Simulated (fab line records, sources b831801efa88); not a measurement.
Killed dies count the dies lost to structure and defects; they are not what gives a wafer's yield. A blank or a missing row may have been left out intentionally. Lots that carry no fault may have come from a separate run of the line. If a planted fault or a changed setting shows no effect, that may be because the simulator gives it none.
Which tool was responsible? || flow sky130 || 72 wafers from 24 lots sampled at 6 of the route's 708 steps

## WHAT THE GAUGES READ, wafer by wafer
SKY_METAL1_THK_MEAS_06: measures by xrf.
{"lot": "L074", "measured": "day 31 03:58", "on": "filmMetro-04", "METAL1_ALCU_THK (nm)": "242 243 242"}
{"lot": "L075", "measured": "day 31 06:50", "on": "filmMetro-04", "METAL1_ALCU_THK (nm)": "243 242 244"}
{"lot": "L076", "measured": "day 31 20:07", "on": "filmMetro-03", "METAL1_ALCU_THK (nm)": "247 249 244"}
{"lot": "L077", "measured": "day 32 03:27", "on": "filmMetro-01", "METAL1_ALCU_THK (nm)": "240 242 237"}
{"lot": "L078", "measured": "day 32 10:21", "on": "filmMetro-01", "METAL1_ALCU_THK (nm)": "250 249 251"}
{"lot": "L079", "measured": "day 33 05:17", "on": "filmMetro-04", "METAL1_ALCU_THK (nm)": "240 244 240"}
{"lot": "L080", "measured": "day 33 13:14", "on": "filmMetro-01", "METAL1_ALCU_THK (nm)": "245 242 241"}
{"lot": "L081", "measured": "day 33 14:38", "on": "filmMetro-01", "METAL1_ALCU_THK (nm)": "250 251 252"}
{"lot": "L082", "measured": "day 34 04:13", "on": "filmMetro-01", "METAL1_ALCU_THK (nm)": "245 245 240"}
{"lot": "L083", "measured": "day 34 06:51", "on": "filmMetro-04", "METAL1_ALCU_THK (nm)": "244 246 242"}
{"lot": "L084", "measured": "day 34 21:38", "on": "filmMetro-01", "METAL1_ALCU_THK (nm)": "245 247 242"}
{"lot": "L086", "measured": "day 35 04:52", "on": "filmMetro-03", "METAL1_ALCU_THK (nm)": "239 243 240"}
{"lot": "L085", "measured": "day 35 09:01", "on": "filmMetro-04", "METAL1_ALCU_THK (nm)": "244 246 241"}
{"lot": "L087", "measured": "day 35 17:38", "on": "filmMetro-03", "METAL1_ALCU_THK (nm)": "249 245 246"}
{"lot": "L088", "measured": "day 36 04:34", "on": "filmMetro-01", "METAL1_ALCU_THK (nm)": "250 248 252"}
{"lot": "L089", "measured": "day 36 07:20", "on": "filmMetro-04", "METAL1_ALCU_THK (nm)": "245 246 248"}
{"lot": "L090", "measured": "day 36 14:33", "on": "filmMetro-04", "METAL1_ALCU_THK (nm)": "242 239 244"}
{"lot": "L091", "measured": "day 36 20:29", "on": "filmMetro-03", "METAL1_ALCU_THK (nm)": "249 247 248"}
{"lot": "L092", "measured": "day 37 05:46", "on": "filmMetro-03", "METAL1_ALCU_THK (nm)": "243 244 246"}
{"lot": "L093", "measured": "day 39 05:05", "on": "filmMetro-03", "METAL1_ALCU_THK (nm)": "242 244 244"}
{"lot": "L097", "measured": "day 39 05:37", "on": "filmMetro-01", "METAL1_ALCU_THK (nm)": "247 243 251"}
{"lot": "L094", "measured": "day 39 07:44", "on": "filmMetro-01", "METAL1_ALCU_THK (nm)": "241 240 246"}
{"lot": "L096", "measured": "day 39 08:58", "on": "filmMetro-04", "METAL1_ALCU_THK (nm)": "246 248 242"}
{"lot": "L095", "measured": "day 39 11:16", "on": "filmMetro-03", "METAL1_ALCU_THK (nm)": "248 247 249"}

SKY_VIA2_CD_MEAS_12: target cd 200 nm.
{"lot": "L074", "measured": "day 35 20:11", "on": "cdSem-01", "cdNm (nm)": "201.2 200.8 200.9"}
{"lot": "L075", "measured": "day 35 22:29", "on": "cdSem-01", "cdNm (nm)": "197.4 198.8 199.0"}
{"lot": "L076", "measured": "day 36 10:09", "on": "cdSem-01", "cdNm (nm)": "200.9 202.2 202.4"}
{"lot": "L077", "measured": "day 36 19:33", "on": "cdSem-01", "cdNm (nm)": "199.2 200.2 199.7"}
{"lot": "L078", "measured": "day 37 00:32", "on": "cdSem-02", "cdNm (nm)": "200.4 199.5 199.7"}
{"lot": "L079", "measured": "day 37 19:29", "on": "cdSem-01", "cdNm (nm)": "199.6 199.2 199.6"}
{"lot": "L080", "measured": "day 38 02:43", "on": "cdSem-01", "cdNm (nm)": "199.0 198.8 199.9"}
{"lot": "L081", "measured": "day 38 04:02", "on": "cdSem-01", "cdNm (nm)": "198.0 198.8 199.0"}
{"lot": "L082", "measured": "day 38 16:34", "on": "cdSem-01", "cdNm (nm)": "200.0 199.9 199.3"}
{"lot": "L083", "measured": "day 38 20:43", "on": "cdSem-02", "cdNm (nm)": "198.0 199.2 198.8"}
{"lot": "L084", "measured": "day 39 10:49", "on": "cdSem-02", "cdNm (nm)": "198.9 198.0 200.7"}
{"lot": "L086", "measured": "day 39 17:20", "on": "cdSem-02", "cdNm (nm)": "197.9 197.2 197.2"}
{"lot": "L085", "measured": "day 39 19:41", "on": "cdSem-02", "cdNm (nm)": "201.1 202.7 201.5"}
{"lot": "L087", "measured": "day 40 05:34", "on": "cdSem-01", "cdNm (nm)": "201.5 201.1 202.1"}
{"lot": "L088", "measured": "day 40 15:19", "on": "cdSem-02", "cdNm (nm)": "197.0 196.2 197.3"}
{"lot": "L089", "measured": "day 40 17:22", "on": "cdSem-02", "cdNm (nm)": "199.0 198.7 199.2"}
{"lot": "L090", "measured": "day 41 01:34", "on": "cdSem-02", "cdNm (nm)": "197.8 198.9 197.2"}
{"lot": "L091", "measured": "day 41 06:28", "on": "cdSem-02", "cdNm (nm)": "199.8 199.1 198.4"}
{"lot": "L092", "measured": "day 41 13:57", "on": "cdSem-02", "cdNm (nm)": "201.2 199.9 198.7"}
{"lot": "L093", "measured": "day 43 11:21", "on": "cdSem-01", "cdNm (nm)": "202.5 201.3 202.0"}
{"lot": "L097", "measured": "day 43 11:40", "on": "cdSem-02", "cdNm (nm)": "198.0 197.5 196.8"}
{"lot": "L094", "measured": "day 43 13:45", "on": "cdSem-01", "cdNm (nm)": "201.6 201.4 201.7"}
{"lot": "L096", "measured": "day 43 14:05", "on": "cdSem-01", "cdNm (nm)": "201.6 201.0 200.2"}
{"lot": "L095", "measured": "day 43 16:28", "on": "cdSem-01", "cdNm (nm)": "201.5 201.7 201.0"}

SKY_VIA2_OVL_MEAS_13.
{"lot": "L074", "measured": "day 35 20:18", "on": "overlay-01", "VIA2_OVL (nm)": "6 4 7"}
{"lot": "L075", "measured": "day 35 22:34", "on": "overlay-01", "VIA2_OVL (nm)": "3 -5 -5"}
{"lot": "L076", "measured": "day 36 10:15", "on": "overlay-01", "VIA2_OVL (nm)": "2 -3 7"}
{"lot": "L077", "measured": "day 36 19:39", "on": "overlay-02", "VIA2_OVL (nm)": "8 7 10"}
{"lot": "L078", "measured": "day 37 00:39", "on": "overlay-02", "VIA2_OVL (nm)": "7 7 9"}
{"lot": "L079", "measured": "day 37 19:36", "on": "overlay-02", "VIA2_OVL (nm)": "8 4 11"}
{"lot": "L080", "measured": "day 38 02:50", "on": "overlay-01", "VIA2_OVL (nm)": "0 1 -5"}
{"lot": "L081", "measured": "day 38 04:08", "on": "overlay-01", "VIA2_OVL (nm)": "7 3 4"}
{"lot": "L082", "measured": "day 38 16:41", "on": "overlay-01", "VIA2_OVL (nm)": "2 4 13"}
{"lot": "L083", "measured": "day 38 20:50", "on": "overlay-02", "VIA2_OVL (nm)": "-8 -4 -11"}
{"lot": "L084", "measured": "day 39 10:56", "on": "overlay-01", "VIA2_OVL (nm)": "1 1 -5"}
{"lot": "L086", "measured": "day 39 17:26", "on": "overlay-02", "VIA2_OVL (nm)": "7 6 2"}
{"lot": "L085", "measured": "day 39 19:48", "on": "overlay-01", "VIA2_OVL (nm)": "11 9 4"}
{"lot": "L087", "measured": "day 40 05:41", "on": "overlay-01", "VIA2_OVL (nm)": "12 9 8"}
{"lot": "L088", "measured": "day 40 15:24", "on": "overlay-02", "VIA2_OVL (nm)": "-4 -7 -3"}
{"lot": "L089", "measured": "day 40 17:29", "on": "overlay-02", "VIA2_OVL (nm)": "2 3 6"}
{"lot": "L090", "measured": "day 41 01:41", "on": "overlay-01", "VIA2_OVL (nm)": "2 -1 -6"}
{"lot": "L091", "measured": "day 41 06:35", "on": "overlay-02", "VIA2_OVL (nm)": "-1 1 -1"}
{"lot": "L092", "measured": "day 41 14:03", "on": "overlay-01", "VIA2_OVL (nm)": "6 8 6"}
{"lot": "L093", "measured": "day 43 11:27", "on": "overlay-02", "VIA2_OVL (nm)": "-2 -7 -6"}
{"lot": "L097", "measured": "day 43 11:47", "on": "overlay-01", "VIA2_OVL (nm)": "3 10 13"}
{"lot": "L094", "measured": "day 43 13:51", "on": "overlay-01", "VIA2_OVL (nm)": "-6 1 -1"}
{"lot": "L096", "measured": "day 43 14:12", "on": "overlay-01", "VIA2_OVL (nm)": "6 3 12"}
{"lot": "L095", "measured": "day 43 16:35", "on": "overlay-02", "VIA2_OVL (nm)": "-1 4 5"}

SKY_VIA3_BOW_MEAS_03.
{"lot": "L074", "measured": "day 38 03:57", "on": "filmMetro-01", "VIA3_BOW (um)": "68 75 78"}
{"lot": "L075", "measured": "day 38 06:52", "on": "filmMetro-01", "VIA3_BOW (um)": "80 80 95"}
{"lot": "L076", "measured": "day 38 16:59", "on": "filmMetro-02", "VIA3_BOW (um)": "91 87 92"}
{"lot": "L077", "measured": "day 39 01:39", "on": "filmMetro-01", "VIA3_BOW (um)": "75 87 82"}
{"lot": "L078", "measured": "day 39 07:10", "on": "filmMetro-04", "VIA3_BOW (um)": "87 75 83"}
{"lot": "L079", "measured": "day 40 04:07", "on": "filmMetro-01", "VIA3_BOW (um)": "89 88 90"}
{"lot": "L080", "measured": "day 40 09:11", "on": "filmMetro-02", "VIA3_BOW (um)": "79 74 84"}
{"lot": "L081", "measured": "day 40 09:55", "on": "filmMetro-04", "VIA3_BOW (um)": "71 68 68"}
{"lot": "L082", "measured": "day 40 21:22", "on": "filmMetro-01", "VIA3_BOW (um)": "76 77 73"}
{"lot": "L083", "measured": "day 41 03:32", "on": "filmMetro-02", "VIA3_BOW (um)": "92 90 79"}
{"lot": "L084", "measured": "day 41 16:50", "on": "filmMetro-01", "VIA3_BOW (um)": "76 73 71"}
{"lot": "L086", "measured": "day 41 21:14", "on": "filmMetro-01", "VIA3_BOW (um)": "85 84 91"}
{"lot": "L085", "measured": "day 42 00:30", "on": "filmMetro-01", "VIA3_BOW (um)": "79 85 76"}
{"lot": "L087", "measured": "day 42 09:41", "on": "filmMetro-04", "VIA3_BOW (um)": "73 73 73"}
{"lot": "L088", "measured": "day 42 18:51", "on": "filmMetro-04", "VIA3_BOW (um)": "77 80 83"}
{"lot": "L089", "measured": "day 42 20:37", "on": "filmMetro-02", "VIA3_BOW (um)": "74 70 83"}
{"lot": "L090", "measured": "day 43 05:39", "on": "filmMetro-04", "VIA3_BOW (um)": "76 72 72"}
{"lot": "L091", "measured": "day 43 08:51", "on": "filmMetro-04", "VIA3_BOW (um)": "67 72 76"}
{"lot": "L092", "measured": "day 43 16:52", "on": "filmMetro-01", "VIA3_BOW (um)": "62 70 78"}
{"lot": "L093", "measured": "day 45 11:31", "on": "filmMetro-02", "VIA3_BOW (um)": "88 84 97"}
{"lot": "L097", "measured": "day 45 12:04", "on": "filmMetro-01", "VIA3_BOW (um)": "70 72 72"}
{"lot": "L094", "measured": "day 45 12:59", "on": "filmMetro-04", "VIA3_BOW (um)": "62 65 66"}
{"lot": "L096", "measured": "day 45 14:10", "on": "filmMetro-04", "VIA3_BOW (um)": "81 83 75"}
{"lot": "L095", "measured": "day 45 16:05", "on": "filmMetro-02", "VIA3_BOW (um)": "81 81 75"}

## WHAT TOOL EACH LOT RAN ON (gives the tool, then ch and the chambers of the sampled wafers, and finally the start)
{"lot": "L074", "SKY_POLY_CUT_ETCH_11": "rieDiel-04 ch 0,1,2, day 23 16:20", "SKY_CONTACT_CMP_27": "cmp-01 ch 0,1,3, day 31 03:25"}
{"lot": "L075", "SKY_POLY_CUT_ETCH_11": "rieDiel-01 ch 0,1,3, day 23 17:56", "SKY_CONTACT_CMP_27": "cmp-01 ch 0,2,3, day 31 06:20"}
{"lot": "L076", "SKY_POLY_CUT_ETCH_11": "rieDiel-01 ch 0,1,3, day 24 11:19", "SKY_CONTACT_CMP_27": "cmp-01 ch 0,1,3, day 31 19:39"}
{"lot": "L077", "SKY_POLY_CUT_ETCH_11": "rieDiel-01 ch 0,2,3, day 24 17:37", "SKY_CONTACT_CMP_27": "cmp-01 ch 0,1,3, day 32 02:53"}
{"lot": "L078", "SKY_POLY_CUT_ETCH_11": "rieDiel-01 ch 0,1,3, day 25 00:32", "SKY_CONTACT_CMP_27": "cmp-01 ch 0,2,3, day 32 09:53"}
{"lot": "L079", "SKY_POLY_CUT_ETCH_11": "rieDiel-04 ch 0,1, day 25 21:22", "SKY_CONTACT_CMP_27": "cmp-02 ch 0,1,2, day 33 04:50"}
{"lot": "L080", "SKY_POLY_CUT_ETCH_11": "rieDiel-01 ch 0,1, day 26 05:46", "SKY_CONTACT_CMP_27": "cmp-01 ch 0,2,3, day 33 12:43"}
{"lot": "L081", "SKY_POLY_CUT_ETCH_11": "rieDiel-04 ch 0,1, day 26 09:43", "SKY_CONTACT_CMP_27": "cmp-02 ch 1,2,3, day 33 14:10"}
{"lot": "L082", "SKY_POLY_CUT_ETCH_11": "rieDiel-01 ch 0,1,2, day 26 22:32", "SKY_CONTACT_CMP_27": "cmp-02 ch 0,1,3, day 34 03:39"}
{"lot": "L083", "SKY_POLY_CUT_ETCH_11": "rieDiel-04 ch 0,2,3, day 27 00:52", "SKY_CONTACT_CMP_27": "cmp-02 ch 0,1,2, day 34 06:20"}
{"lot": "L084", "SKY_POLY_CUT_ETCH_11": "rieDiel-03 ch 0,1,3, day 27 17:02", "SKY_CONTACT_CMP_27": "cmp-01 ch 0,1, day 34 21:05"}
{"lot": "L086", "SKY_POLY_CUT_ETCH_11": "rieDiel-01 ch 1,3, day 28 01:58", "SKY_CONTACT_CMP_27": "cmp-02 ch 0,1,2, day 35 04:23"}
{"lot": "L085", "SKY_POLY_CUT_ETCH_11": "rieDiel-04 ch 0,1,3, day 28 06:34", "SKY_CONTACT_CMP_27": "cmp-01 ch 0,2,3, day 35 08:34"}
{"lot": "L087", "SKY_POLY_CUT_ETCH_11": "rieDiel-01 ch 1,3, day 28 13:46", "SKY_CONTACT_CMP_27": "cmp-01 ch 1,2, day 35 17:05"}
{"lot": "L088", "SKY_POLY_CUT_ETCH_11": "rieDiel-01 ch 0,2,3, day 29 03:31", "SKY_CONTACT_CMP_27": "cmp-02 ch 0,3, day 36 04:02"}
{"lot": "L089", "SKY_POLY_CUT_ETCH_11": "rieDiel-03 ch 0,3, day 29 07:01", "SKY_CONTACT_CMP_27": "cmp-01 ch 0,2, day 36 06:46"}
{"lot": "L090", "SKY_POLY_CUT_ETCH_11": "rieDiel-01 ch 2,3, day 29 12:25", "SKY_CONTACT_CMP_27": "cmp-01 ch 0,3, day 36 14:02"}
{"lot": "L091", "SKY_POLY_CUT_ETCH_11": "rieDiel-03 ch 0,3, day 29 21:07", "SKY_CONTACT_CMP_27": "cmp-01 ch 1,2, day 36 19:56"}
{"lot": "L092", "SKY_POLY_CUT_ETCH_11": "rieDiel-04 ch 0,1,3, day 30 05:29", "SKY_CONTACT_CMP_27": "cmp-02 ch 0,1,2, day 37 05:14"}
{"lot": "L093", "SKY_POLY_CUT_ETCH_11": "rieDiel-04 ch 2,3, day 32 08:31", "SKY_CONTACT_CMP_27": "cmp-02 ch 2,3, day 39 04:31"}
{"lot": "L097", "SKY_POLY_CUT_ETCH_11": "rieDiel-01 ch 1,2, day 32 09:55", "SKY_CONTACT_CMP_27": "cmp-02 ch 1,2,3, day 39 05:12"}
{"lot": "L094", "SKY_POLY_CUT_ETCH_11": "rieDiel-01 ch 1,3, day 32 13:04", "SKY_CONTACT_CMP_27": "cmp-02 ch 1,2,3, day 39 07:10"}
{"lot": "L096", "SKY_POLY_CUT_ETCH_11": "rieDiel-03 ch 0,1,2, day 32 13:14", "SKY_CONTACT_CMP_27": "cmp-02 ch 0,1,3, day 39 08:28"}
{"lot": "L095", "SKY_POLY_CUT_ETCH_11": "rieDiel-01 ch 1,2,3, day 32 16:28", "SKY_CONTACT_CMP_27": "cmp-02 ch 1,2,3, day 39 10:45"}
- SKY_POLY_CUT_ETCH_11: etches Si3N4 in CF4/CH2F2/Ar, stops on poly-Si, time 42.5 s, target depth 60 nm.
- SKY_CONTACT_CMP_27: polishes, stops on SiO2, t overpolish 15 s, target thk 0 nm.

## WHAT THE TOOLS THEMSELVES READ (means of the sampled wafers that have a number; where no wafer has one, the mark that the record gives instead)
SKY_POLY_CUT_ETCH_11.
{"lot": "L074", "tool": "rieDiel-04", "cf4FlowSccm (sccm)": 39.98, "drypumpMotorCurrentA (A)": 5.4, "mfcArSccm (sccm)": 150.5, "oesProductAu (a.u.)": 0.831, "rfFwdPowerW (W)": 592.9, "throttleValvePct (%)": 15.001}
{"lot": "L075", "tool": "rieDiel-01", "cf4FlowSccm (sccm)": 40.03, "drypumpMotorCurrentA (A)": 5.5, "mfcArSccm (sccm)": 150.0, "oesProductAu (a.u.)": 0.834, "rfFwdPowerW (W)": 595.1, "throttleValvePct (%)": 14.994}
{"lot": "L076", "tool": "rieDiel-01", "cf4FlowSccm (sccm)": 39.91, "drypumpMotorCurrentA (A)": 5.5, "mfcArSccm (sccm)": 149.9, "oesProductAu (a.u.)": 0.837, "rfFwdPowerW (W)": 591.8, "throttleValvePct (%)": 14.993}
{"lot": "L077", "tool": "rieDiel-01", "cf4FlowSccm (sccm)": 39.91, "drypumpMotorCurrentA (A)": 5.6, "mfcArSccm (sccm)": 149.6, "oesProductAu (a.u.)": 0.829, "rfFwdPowerW (W)": 596.0, "throttleValvePct (%)": 14.998}
{"lot": "L078", "tool": "rieDiel-01", "cf4FlowSccm (sccm)": 40.01, "drypumpMotorCurrentA (A)": 5.5, "mfcArSccm (sccm)": 149.9, "oesProductAu (a.u.)": 0.823, "rfFwdPowerW (W)": 594.5, "throttleValvePct (%)": 14.993}
{"lot": "L079", "tool": "rieDiel-04", "cf4FlowSccm (sccm)": 40.06, "drypumpMotorCurrentA (A)": 5.1, "mfcArSccm (sccm)": 149.8, "oesProductAu (a.u.)": 0.831, "rfFwdPowerW (W)": 590.7, "throttleValvePct (%)": 14.993}
{"lot": "L080", "tool": "rieDiel-01", "cf4FlowSccm (sccm)": 40.02, "drypumpMotorCurrentA (A)": 5.6, "mfcArSccm (sccm)": 149.8, "oesProductAu (a.u.)": 0.833, "rfFwdPowerW (W)": 592.2, "throttleValvePct (%)": 14.995}
{"lot": "L081", "tool": "rieDiel-04", "cf4FlowSccm (sccm)": 40.10, "drypumpMotorCurrentA (A)": 5.4, "mfcArSccm (sccm)": 150.1, "oesProductAu (a.u.)": 0.827, "rfFwdPowerW (W)": 590.1, "throttleValvePct (%)": 15.002}
{"lot": "L082", "tool": "rieDiel-01", "cf4FlowSccm (sccm)": 40.18, "drypumpMotorCurrentA (A)": 5.7, "mfcArSccm (sccm)": 149.8, "oesProductAu (a.u.)": 0.829, "rfFwdPowerW (W)": 593.4, "throttleValvePct (%)": 14.986}
{"lot": "L083", "tool": "rieDiel-04", "cf4FlowSccm (sccm)": 40.11, "drypumpMotorCurrentA (A)": 5.5, "mfcArSccm (sccm)": 150.3, "oesProductAu (a.u.)": 0.838, "rfFwdPowerW (W)": 593.2, "throttleValvePct (%)": 14.986}
{"lot": "L084", "tool": "rieDiel-03", "cf4FlowSccm (sccm)": 40.01, "drypumpMotorCurrentA (A)": 5.6, "mfcArSccm (sccm)": 149.9, "oesProductAu (a.u.)": 0.824, "rfFwdPowerW (W)": 592.8, "throttleValvePct (%)": 14.992}
{"lot": "L086", "tool": "rieDiel-01", "cf4FlowSccm (sccm)": 39.99, "drypumpMotorCurrentA (A)": 5.8, "mfcArSccm (sccm)": 150.0, "oesProductAu (a.u.)": 0.825, "rfFwdPowerW (W)": 594.6, "throttleValvePct (%)": 14.996}
{"lot": "L085", "tool": "rieDiel-04", "cf4FlowSccm (sccm)": 39.98, "drypumpMotorCurrentA (A)": 5.2, "mfcArSccm (sccm)": 150.0, "oesProductAu (a.u.)": 0.824, "rfFwdPowerW (W)": 591.0, "throttleValvePct (%)": 14.994}
{"lot": "L087", "tool": "rieDiel-01", "cf4FlowSccm (sccm)": 40.00, "drypumpMotorCurrentA (A)": 5.9, "mfcArSccm (sccm)": 150.5, "oesProductAu (a.u.)": 0.825, "rfFwdPowerW (W)": 593.7, "throttleValvePct (%)": 15.008}
{"lot": "L088", "tool": "rieDiel-01", "cf4FlowSccm (sccm)": 40.03, "drypumpMotorCurrentA (A)": 5.6, "mfcArSccm (sccm)": 150.2, "oesProductAu (a.u.)": 0.830, "rfFwdPowerW (W)": 596.6, "throttleValvePct (%)": 14.994}
{"lot": "L089", "tool": "rieDiel-03", "cf4FlowSccm (sccm)": 40.01, "drypumpMotorCurrentA (A)": 5.6, "mfcArSccm (sccm)": 150.2, "oesProductAu (a.u.)": 0.830, "rfFwdPowerW (W)": 590.8, "throttleValvePct (%)": 14.995}
{"lot": "L090", "tool": "rieDiel-01", "cf4FlowSccm (sccm)": 40.10, "drypumpMotorCurrentA (A)": 5.8, "mfcArSccm (sccm)": 150.2, "oesProductAu (a.u.)": 0.820, "rfFwdPowerW (W)": 594.9, "throttleValvePct (%)": 14.993}
{"lot": "L091", "tool": "rieDiel-03", "cf4FlowSccm (sccm)": 40.01, "drypumpMotorCurrentA (A)": 5.6, "mfcArSccm (sccm)": 150.1, "oesProductAu (a.u.)": 0.827, "rfFwdPowerW (W)": 590.9, "throttleValvePct (%)": 15.003}
{"lot": "L092", "tool": "rieDiel-04", "cf4FlowSccm (sccm)": 39.96, "drypumpMotorCurrentA (A)": 5.2, "mfcArSccm (sccm)": 150.2, "oesProductAu (a.u.)": 0.825, "rfFwdPowerW (W)": 592.1, "throttleValvePct (%)": 14.991}
{"lot": "L093", "tool": "rieDiel-04", "cf4FlowSccm (sccm)": 39.94, "drypumpMotorCurrentA (A)": 5.5, "mfcArSccm (sccm)": 149.7, "oesProductAu (a.u.)": 0.835, "rfFwdPowerW (W)": 596.7, "throttleValvePct (%)": 14.999}
{"lot": "L097", "tool": "rieDiel-01", "cf4FlowSccm (sccm)": 39.97, "drypumpMotorCurrentA (A)": 6.1, "mfcArSccm (sccm)": 150.0, "oesProductAu (a.u.)": 0.825, "rfFwdPowerW (W)": 593.7, "throttleValvePct (%)": 14.988}
{"lot": "L094", "tool": "rieDiel-01", "cf4FlowSccm (sccm)": 39.93, "drypumpMotorCurrentA (A)": 5.8, "mfcArSccm (sccm)": 149.9, "oesProductAu (a.u.)": 0.823, "rfFwdPowerW (W)": 594.0, "throttleValvePct (%)": 14.996}
{"lot": "L096", "tool": "rieDiel-03", "cf4FlowSccm (sccm)": 40.00, "drypumpMotorCurrentA (A)": 5.7, "mfcArSccm (sccm)": 149.6, "oesProductAu (a.u.)": 0.828, "rfFwdPowerW (W)": 593.3, "throttleValvePct (%)": 14.988}
{"lot": "L095", "tool": "rieDiel-01", "cf4FlowSccm (sccm)": 39.93, "drypumpMotorCurrentA (A)": 6.0, "mfcArSccm (sccm)": 150.0, "oesProductAu (a.u.)": 0.823, "rfFwdPowerW (W)": 593.2, "throttleValvePct (%)": 14.996}

SKY_CONTACT_CMP_27.
{"lot": "L074", "tool": "cmp-01", "motorCurrentA (A)": 12.0, "overpolishRunS (s)": 14.996, "timeToEndpointS (s)": 84}
{"lot": "L075", "tool": "cmp-01", "motorCurrentA (A)": 11.6, "overpolishRunS (s)": 15.000, "timeToEndpointS (s)": 84}
{"lot": "L076", "tool": "cmp-01", "motorCurrentA (A)": 11.9, "overpolishRunS (s)": 15.004, "timeToEndpointS (s)": 83}
{"lot": "L077", "tool": "cmp-01", "motorCurrentA (A)": 12.0, "overpolishRunS (s)": 15.005, "timeToEndpointS (s)": 85}
{"lot": "L078", "tool": "cmp-01", "motorCurrentA (A)": 11.5, "overpolishRunS (s)": 15.001, "timeToEndpointS (s)": 87}
{"lot": "L079", "tool": "cmp-02", "motorCurrentA (A)": 11.3, "overpolishRunS (s)": 15.000, "timeToEndpointS (s)": 84}
{"lot": "L080", "tool": "cmp-01", "motorCurrentA (A)": 11.3, "overpolishRunS (s)": 15.002, "timeToEndpointS (s)": 82}
{"lot": "L081", "tool": "cmp-02", "motorCurrentA (A)": 11.5, "overpolishRunS (s)": 14.996, "timeToEndpointS (s)": 80}
{"lot": "L082", "tool": "cmp-02", "motorCurrentA (A)": 10.4, "overpolishRunS (s)": 14.993, "timeToEndpointS (s)": 84}
{"lot": "L083", "tool": "cmp-02", "motorCurrentA (A)": 11.7, "overpolishRunS (s)": 15.004, "timeToEndpointS (s)": 79}
{"lot": "L084", "tool": "cmp-01", "motorCurrentA (A)": 12.3, "overpolishRunS (s)": 14.997, "timeToEndpointS (s)": 82}
{"lot": "L086", "tool": "cmp-02", "motorCurrentA (A)": 11.6, "overpolishRunS (s)": 14.998, "timeToEndpointS (s)": 79}
{"lot": "L085", "tool": "cmp-01", "motorCurrentA (A)": 11.4, "overpolishRunS (s)": 15.002, "timeToEndpointS (s)": 85}
{"lot": "L087", "tool": "cmp-01", "motorCurrentA (A)": 11.1, "overpolishRunS (s)": 14.993, "timeToEndpointS (s)": 86}
{"lot": "L088", "tool": "cmp-02", "motorCurrentA (A)": 10.9, "overpolishRunS (s)": 14.998, "timeToEndpointS (s)": 82}
{"lot": "L089", "tool": "cmp-01", "motorCurrentA (A)": 11.4, "overpolishRunS (s)": 14.987, "timeToEndpointS (s)": 83}
{"lot": "L090", "tool": "cmp-01", "motorCurrentA (A)": 11.4, "overpolishRunS (s)": 14.997, "timeToEndpointS (s)": 79}
{"lot": "L091", "tool": "cmp-01", "motorCurrentA (A)": 11.2, "overpolishRunS (s)": 15.002, "timeToEndpointS (s)": 83}
{"lot": "L092", "tool": "cmp-02", "motorCurrentA (A)": 11.2, "overpolishRunS (s)": 14.995, "timeToEndpointS (s)": 83}
{"lot": "L093", "tool": "cmp-02", "motorCurrentA (A)": 12.7, "overpolishRunS (s)": 14.998, "timeToEndpointS (s)": 79}
{"lot": "L097", "tool": "cmp-02", "motorCurrentA (A)": 11.8, "overpolishRunS (s)": 15.008, "timeToEndpointS (s)": 78}
{"lot": "L094", "tool": "cmp-02", "motorCurrentA (A)": 11.7, "overpolishRunS (s)": 15.000, "timeToEndpointS (s)": 81}
{"lot": "L096", "tool": "cmp-02", "motorCurrentA (A)": 10.3, "overpolishRunS (s)": 14.999, "timeToEndpointS (s)": 78}
{"lot": "L095", "tool": "cmp-02", "motorCurrentA (A)": 11.7, "overpolishRunS (s)": 14.997, "timeToEndpointS (s)": 82}

## THE ANSWER, worked out from the rows above alone
Rule: usual is defined by the lots themselves. The widest of any qualifying gaps counts: lots, ordered by their means at a reading, are off when they make up no more than a third of the lots, leave a main group of 4 or more, and stand apart from it by 3 or more times the standard deviation of that group's means. The tables above print the reading to a certain number of digits; a main group whose means all agree to those digits is not used. A lot without any number at a reading at which 4 lots or more have one is off too. Any other lot the step has rows for is counted as sound. After the gauges, taken in route order, come the tools' own readings; for these a lot's mean is taken, as printed above. At the first step where some lot is off, the reading lying furthest off is the one used; lots without a number count as furthest.
Nothing can be told from this: no lot is off at any reading shown.

## WHAT THE SIMULATOR HAD PUT IN
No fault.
